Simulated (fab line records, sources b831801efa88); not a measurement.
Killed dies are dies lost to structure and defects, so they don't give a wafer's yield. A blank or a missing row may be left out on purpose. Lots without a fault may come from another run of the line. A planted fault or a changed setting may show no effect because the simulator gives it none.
Which tool did it? | flow sky130 | 24 lots, 72 wafers sampled, at 6 steps of a route of 708

WHAT THE GAUGES READ, wafer by wafer
SKY_CONTACT_OVL_MEAS_15. Usual: CONTACT_OVL -1 nm, standard deviation 5.7.
lot  | measured     | on         | CONTACT_OVL (nm) | flag
L074 | day 31 10:20 | overlay-02 | 10 2 6           |
L075 | day 31 17:23 | overlay-01 | -9 -15 -2        |
L076 | day 32 06:05 | overlay-01 | -2 3 -1          |
L077 | day 32 12:29 | overlay-01 | -8 4 -8          |
L078 | day 32 21:38 | overlay-02 | -4 -4 -6         |
L079 | day 33 13:24 | overlay-02 | -1 -13 -6        |
L080 | day 34 01:15 | overlay-02 | 5 7 4            |
L081 | day 34 02:18 | overlay-02 | -1 6 11          |
L082 | day 34 05:07 | overlay-02 | 0 3 4            |
L083 | day 34 06:16 | overlay-01 | 8 4 7            |
L084 | day 34 12:23 | overlay-01 | -2 -7 -2         |
L085 | day 34 21:56 | overlay-02 | 3 0 -3           |
L086 | day 35 04:47 | overlay-01 | -2 11 3          |
L087 | day 35 12:10 | overlay-02 | 9 -2 5           |
L088 | day 35 18:29 | overlay-02 | 0 -2 -8          |
L089 | day 36 02:40 | overlay-02 | -5 2 2           |
L090 | day 37 15:55 | overlay-02 | 6 -5 -1          |
L092 | day 37 17:47 | overlay-02 | -9 -6 -9         |
L091 | day 37 19:01 | overlay-02 | 1 4 3            |
L093 | day 37 20:29 | overlay-01 | 1 4 1            |
L094 | day 37 21:55 | overlay-01 | -13 -1 -9        |
L095 | day 38 03:08 | overlay-01 | 4 5 9            |
L096 | day 38 07:29 | overlay-01 | -1 -5 -1         |
L097 | day 38 15:35 | overlay-01 | -2 6 2           |

SKY_PAD_OPEN_BOW_MEAS_13. Usual: PAD_OPEN_BOW 46 um, standard deviation 9.6.
lot  | measured     | on            | PAD_OPEN_BOW (um) | flag
L074 | day 45 16:12 | film_metro-01 | 63 73 59          |
L075 | day 45 21:49 | film_metro-02 | 56 62 61          |
L076 | day 46 05:28 | film_metro-02 | 62 56 57          |
L077 | day 46 11:24 | film_metro-03 | 61 64 52          |
L078 | day 46 17:59 | film_metro-03 | 56 37 45          |
L079 | day 47 08:04 | film_metro-02 | 37 36 47          |
L080 | day 47 13:30 | film_metro-03 | 46 55 42          |
L081 | day 47 15:21 | film_metro-02 | 42 47 41          |
L082 | day 47 18:46 | film_metro-02 | 38 41 38          |
L083 | day 47 20:47 | film_metro-02 | 34 43 35          |
L084 | day 47 22:36 | film_metro-02 | 52 50 49          |
L085 | day 48 06:08 | film_metro-02 | 36 37 37          |
L086 | day 48 11:08 | film_metro-01 | 40 50 52          |
L087 | day 48 14:50 | film_metro-01 | 58 39 47          |
L088 | day 48 21:24 | film_metro-02 | 54 48 51          |
L089 | day 49 01:57 | film_metro-01 | 43 36 34          |
L090 | day 50 03:56 | film_metro-01 | 46 50 52          |
L092 | day 50 04:07 | film_metro-03 | 45 58 43          |
L091 | day 50 05:26 | film_metro-01 | 50 37 59          |
L093 | day 50 06:20 | film_metro-03 | 48 45 36          |
L094 | day 50 07:20 | film_metro-03 | 43 44 44          |
L095 | day 50 14:17 | film_metro-01 | 34 49 46          |
L096 | day 50 15:49 | film_metro-02 | 30 26 26          |
L097 | day 50 19:20 | film_metro-01 | 42 50 59          |

WHICH TOOL RAN EACH LOT (tool, then ch and the chambers of the sampled wafers, then the start)
lot  | SKY_METAL3_SPUTTER_00        | SKY_VIA3_CMP_02               | SKY_VIA3_STRIP_16                    | SKY_METAL5_SPUTTER_02
L074 | pvd_sputter-04, day 36 04:37 | cmp-01 ch 0,1,3, day 38 11:31 | plasma_asher-02 ch 0,1, day 39 12:49 | pvd_sputter-03, day 42 18:46
L075 | pvd_sputter-03, day 36 11:44 | cmp-02 ch 0,2,3, day 38 18:09 | plasma_asher-01 ch 0,1, day 39 18:38 | pvd_sputter-02, day 43 00:28
L076 | pvd_sputter-01, day 36 22:26 | cmp-01 ch 0,1, day 39 03:43   | plasma_asher-02 ch 0,1, day 40 04:56 | pvd_sputter-03, day 43 08:43
L077 | pvd_sputter-04, day 37 04:29 | cmp-02 ch 0,1,2, day 39 09:31 | plasma_asher-02 ch 0,1, day 40 11:29 | pvd_sputter-01, day 43 15:46
L078 | pvd_sputter-03, day 37 14:42 | cmp-01 ch 0,1,3, day 39 19:20 | plasma_asher-01 ch 0,1, day 40 20:31 | pvd_sputter-01, day 43 22:35
L079 | pvd_sputter-03, day 38 05:27 | cmp-01 ch 0,1,2, day 40 09:17 | plasma_asher-03 ch 0,1, day 41 10:19 | pvd_sputter-01, day 44 12:41
L080 | pvd_sputter-03, day 38 16:11 | cmp-02 ch 0,1,3, day 40 19:37 | plasma_asher-03 ch 0,1, day 41 20:43 | pvd_sputter-01, day 44 21:11
L081 | pvd_sputter-01, day 38 18:03 | cmp-01 ch 0,1, day 40 21:47   | plasma_asher-01 ch 0,1, day 41 22:25 | pvd_sputter-02, day 44 23:36
L082 | pvd_sputter-01, day 38 21:09 | cmp-02 ch 0,1,2, day 41 00:35 | plasma_asher-03 ch 0,1, day 42 01:49 | pvd_sputter-02, day 45 02:55
L083 | pvd_sputter-04, day 38 21:30 | cmp-01 ch 1,2,3, day 41 00:51 | plasma_asher-01 ch 0,1, day 42 01:52 | pvd_sputter-02, day 45 03:31
L084 | pvd_sputter-03, day 39 03:07 | cmp-02 ch 1,2,3, day 41 06:28 | plasma_asher-02 ch 0,1, day 42 06:55 | pvd_sputter-01, day 45 06:00
L085 | pvd_sputter-04, day 39 10:48 | cmp-01 ch 2,3, day 41 15:00   | plasma_asher-02 ch 0,1, day 42 14:37 | pvd_sputter-01, day 45 14:02
L086 | pvd_sputter-03, day 39 18:32 | cmp-01 ch 0,1,2, day 41 22:08 | plasma_asher-01 ch 0,1, day 42 21:40 | pvd_sputter-01, day 45 19:31
L087 | pvd_sputter-03, day 40 01:37 | cmp-01 ch 0,2,3, day 42 03:47 | plasma_asher-01 ch 0,1, day 43 02:58 | pvd_sputter-02, day 46 01:16
L088 | pvd_sputter-01, day 40 07:47 | cmp-01 ch 0,1,2, day 42 10:31 | plasma_asher-03 ch 0,1, day 43 09:28 | pvd_sputter-03, day 46 08:26
L089 | pvd_sputter-01, day 40 15:29 | cmp-01 ch 0,3, day 42 16:19   | plasma_asher-01 ch 0,1, day 43 15:34 | pvd_sputter-02, day 46 13:02
L090 | pvd_sputter-03, day 42 01:47 | cmp-01 ch 1,2,3, day 44 01:54 | plasma_asher-02 ch 0,1, day 45 01:04 | pvd_sputter-02, day 47 19:14
L092 | pvd_sputter-01, day 42 03:43 | cmp-01 ch 0,2,3, day 44 03:26 | plasma_asher-01 ch 0,1, day 45 02:08 | pvd_sputter-03, day 47 19:59
L091 | pvd_sputter-03, day 42 05:16 | cmp-02 ch 0,1,3, day 44 04:26 | plasma_asher-02 ch 0,1, day 45 02:44 | pvd_sputter-01, day 47 21:34
L093 | pvd_sputter-04, day 42 05:16 | cmp-01 ch 0,3, day 44 04:36   | plasma_asher-02 ch 0,1, day 45 03:20 | pvd_sputter-03, day 47 21:49
L094 | pvd_sputter-04, day 42 08:31 | cmp-01 ch 1,2,3, day 44 08:04 | plasma_asher-01 ch 0,1, day 45 05:49 | pvd_sputter-03, day 48 00:08
L095 | pvd_sputter-04, day 42 12:41 | cmp-01 ch 1,3, day 44 12:34   | plasma_asher-01 ch 0,1, day 45 11:35 | pvd_sputter-03, day 48 06:59
L096 | pvd_sputter-01, day 42 17:25 | cmp-01 ch 0,2,3, day 44 16:13 | plasma_asher-03 ch 0,1, day 45 14:22 | pvd_sputter-03, day 48 07:40
L097 | pvd_sputter-04, day 42 23:04 | cmp-01 ch 0,2,3, day 44 22:39 | plasma_asher-02 ch 0,1, day 45 20:19 | pvd_sputter-03, day 48 13:01
- SKY_METAL3_SPUTTER_00: material Ti, target thk 15 nm, time 10 s.
- SKY_VIA3_CMP_02: polishes SiO2.
- SKY_VIA3_STRIP_16: strips in O2/N2.
- SKY_METAL5_SPUTTER_02: material AlCu, target thk 1150 nm, time 61.2 s.

WHAT THE TOOLS THEMSELVES READ (means of the sampled wafers that have a number; where no wafer has one, the mark that the record gives instead)
SKY_METAL3_SPUTTER_00. Usual: throttle_valve_pct 29.5 %, standard deviation 0.98.
lot  | tool           | throttle_valve_pct (%) | flag
L074 | pvd_sputter-04 | 29.2                   |
L075 | pvd_sputter-03 | 29.7                   |
L076 | pvd_sputter-01 | 30.4                   |
L077 | pvd_sputter-04 | 29.5                   |
L078 | pvd_sputter-03 | 28.6                   |
L079 | pvd_sputter-03 | 29.6                   |
L080 | pvd_sputter-03 | 30.6                   |
L081 | pvd_sputter-01 | 29.9                   |
L082 | pvd_sputter-01 | 30.6                   |
L083 | pvd_sputter-04 | 29.4                   |
L084 | pvd_sputter-03 | 28.7                   |
L085 | pvd_sputter-04 | 28.7                   |
L086 | pvd_sputter-03 | 29.4                   |
L087 | pvd_sputter-03 | 29.4                   |
L088 | pvd_sputter-01 | 30.0                   |
L089 | pvd_sputter-01 | 30.0                   |
L090 | pvd_sputter-03 | 29.6                   |
L092 | pvd_sputter-01 | 30.0                   |
L091 | pvd_sputter-03 | 29.3                   |
L093 | pvd_sputter-04 | 29.5                   |
L094 | pvd_sputter-04 | 29.9                   |
L095 | pvd_sputter-04 | 29.4                   |
L096 | pvd_sputter-01 | 30.0                   |
L097 | pvd_sputter-04 | 28.7                   |

SKY_VIA3_CMP_02. Usual: motor_current_A 11.7 A, standard deviation 1.3; platen_rpm 60.00 rpm, standard deviation 0.046; slurry_flow_ml_min 150.0, standard deviation 0.42.
lot  | tool   | motor_current_A (A) | platen_rpm (rpm) | slurry_flow_ml_min | flag
L074 | cmp-01 | 11.7                | 59.99            | 149.7              |
L075 | cmp-02 | 12.3                | 60.02            | 150.0              |
L076 | cmp-01 | 12.1                | 60.02            | 149.9              |
L077 | cmp-02 | 11.7                | 60.07            | 149.6              |
L078 | cmp-01 | 11.7                | 60.02            | 149.9              |
L079 | cmp-01 | 12.2                | 59.98            | 150.1              |
L080 | cmp-02 | 12.6                | 60.03            | 150.0              |
L081 | cmp-01 | 12.9                | 59.99            | 149.9              |
L082 | cmp-02 | 11.7                | 59.97            | 150.1              |
L083 | cmp-01 | 11.8                | 60.00            | 150.0              |
L084 | cmp-02 | 12.4                | 59.95            | 149.9              |
L085 | cmp-01 | 11.5                | 60.03            | 149.8              |
L086 | cmp-01 | 12.5                | 60.00            | 150.2              |
L087 | cmp-01 | 11.0                | 60.04            | 149.8              |
L088 | cmp-01 | 11.8                | 60.03            | 150.3              |
L089 | cmp-01 | 10.3                | 59.98            | 149.9              |
L090 | cmp-01 | 11.7                | 60.03            | 150.4              |
L092 | cmp-01 | 11.1                | 60.04            | 150.3              |
L091 | cmp-02 | 11.9                | 60.04            | 150.3              |
L093 | cmp-01 | 9.9                 | 59.97            | 149.7              |
L094 | cmp-01 | 11.8                | 60.04            | 149.7              |
L095 | cmp-01 | 11.0                | 59.95            | 150.1              |
L096 | cmp-01 | 11.0                | 60.03            | 150.1              |
L097 | cmp-01 | 11.0                | 60.01            | 150.3              |

SKY_VIA3_STRIP_16. Usual: drypump_motor_current_A 5.7 A, standard deviation 0.43; oes_product_au 0.402 a.u., standard deviation 0.0051; strip_time_to_endpoint_s 4.139 s, standard deviation 0.028.
lot  | tool            | drypump_motor_current_A (A) | oes_product_au (a.u.) | strip_time_to_endpoint_s (s) | flag
L074 | plasma_asher-02 | 5.8                         | 0.399                 | 4.127                        |
L075 | plasma_asher-01 | 5.4                         | 0.403                 | 4.129                        |
L076 | plasma_asher-02 | 5.8                         | 0.396                 | 4.087                        |
L077 | plasma_asher-02 | 5.8                         | 0.406                 | 4.137                        |
L078 | plasma_asher-01 | 5.4                         | 0.402                 | 4.152                        |
L079 | plasma_asher-03 | 6.2                         | 0.401                 | 4.159                        |
L080 | plasma_asher-03 | 6.2                         | 0.402                 | 4.161                        |
L081 | plasma_asher-01 | 5.4                         | 0.401                 | 4.123                        |
L082 | plasma_asher-03 | 6.2                         | 0.401                 | 4.116                        |
L083 | plasma_asher-01 | 5.4                         | 0.399                 | 4.132                        |
L084 | plasma_asher-02 | 5.8                         | 0.400                 | 4.178                        |
L085 | plasma_asher-02 | 5.8                         | 0.403                 | 4.129                        |
L086 | plasma_asher-01 | 5.4                         | 0.398                 | 4.115                        |
L087 | plasma_asher-01 | 5.4                         | 0.397                 | 4.145                        |
L088 | plasma_asher-03 | 6.2                         | 0.406                 | 4.174                        |
L089 | plasma_asher-01 | 5.4                         | 0.402                 | 4.140                        |
L090 | plasma_asher-02 | 5.5                         | 0.402                 | 4.151                        |
L092 | plasma_asher-01 | 5.4                         | 0.399                 | 4.111                        |
L091 | plasma_asher-02 | 5.8                         | 0.405                 | 4.146                        |
L093 | plasma_asher-02 | 5.5                         | 0.407                 | 4.161                        |
L094 | plasma_asher-01 | 5.4                         | 0.398                 | 4.135                        |
L095 | plasma_asher-01 | 5.4                         | 0.397                 | 4.128                        |
L096 | plasma_asher-03 | 6.2                         | 0.403                 | 4.144                        |
L097 | plasma_asher-02 | 5.5                         | 0.405                 | 4.154                        |

SKY_METAL5_SPUTTER_02. Usual: throttle_valve_pct 29.6 %, standard deviation 1.
lot  | tool           | throttle_valve_pct (%) | flag
L074 | pvd_sputter-03 | 29.3                   |
L075 | pvd_sputter-02 | 28.3                   |
L076 | pvd_sputter-03 | 28.6                   |
L077 | pvd_sputter-01 | 30.0                   |
L078 | pvd_sputter-01 | 29.9                   |
L079 | pvd_sputter-01 | 30.3                   |
L080 | pvd_sputter-01 | 30.0                   |
L081 | pvd_sputter-02 | 28.8                   |
L082 | pvd_sputter-02 | 29.1                   |
L083 | pvd_sputter-02 | 28.9                   |
L084 | pvd_sputter-01 | 30.2                   |
L085 | pvd_sputter-01 | 30.2                   |
L086 | pvd_sputter-01 | 30.1                   |
L087 | pvd_sputter-02 | 29.8                   |
L088 | pvd_sputter-03 | 29.6                   |
L089 | pvd_sputter-02 | 29.9                   |
L090 | pvd_sputter-02 | 29.7                   |
L092 | pvd_sputter-03 | 28.7                   |
L091 | pvd_sputter-01 | 30.0                   |
L093 | pvd_sputter-03 | 30.1                   |
L094 | pvd_sputter-03 | 29.0                   |
L095 | pvd_sputter-03 | 29.7                   |
L096 | pvd_sputter-03 | 29.6                   |
L097 | pvd_sputter-03 | 29.7                   |

THE ANSWER, worked out from the rows above alone
Rule: a lot is off if the mean of its wafers that have a number lies more than 3 standard deviations from the usual mean. A lot without any number at a reading at which 4 lots or more have one is off too. The other lots that the step has rows for count as sound. The gauges are gone through in route order, then the tools' own readings, and for those a lot's mean is taken as printed above. The first step at which some lot is off is used, and at that step the reading that is off furthest; a lot without a number counts as furthest.
No lot is off at any reading shown: from this, nothing can be told.

WHAT THE SIMULATOR HAD PUT IN
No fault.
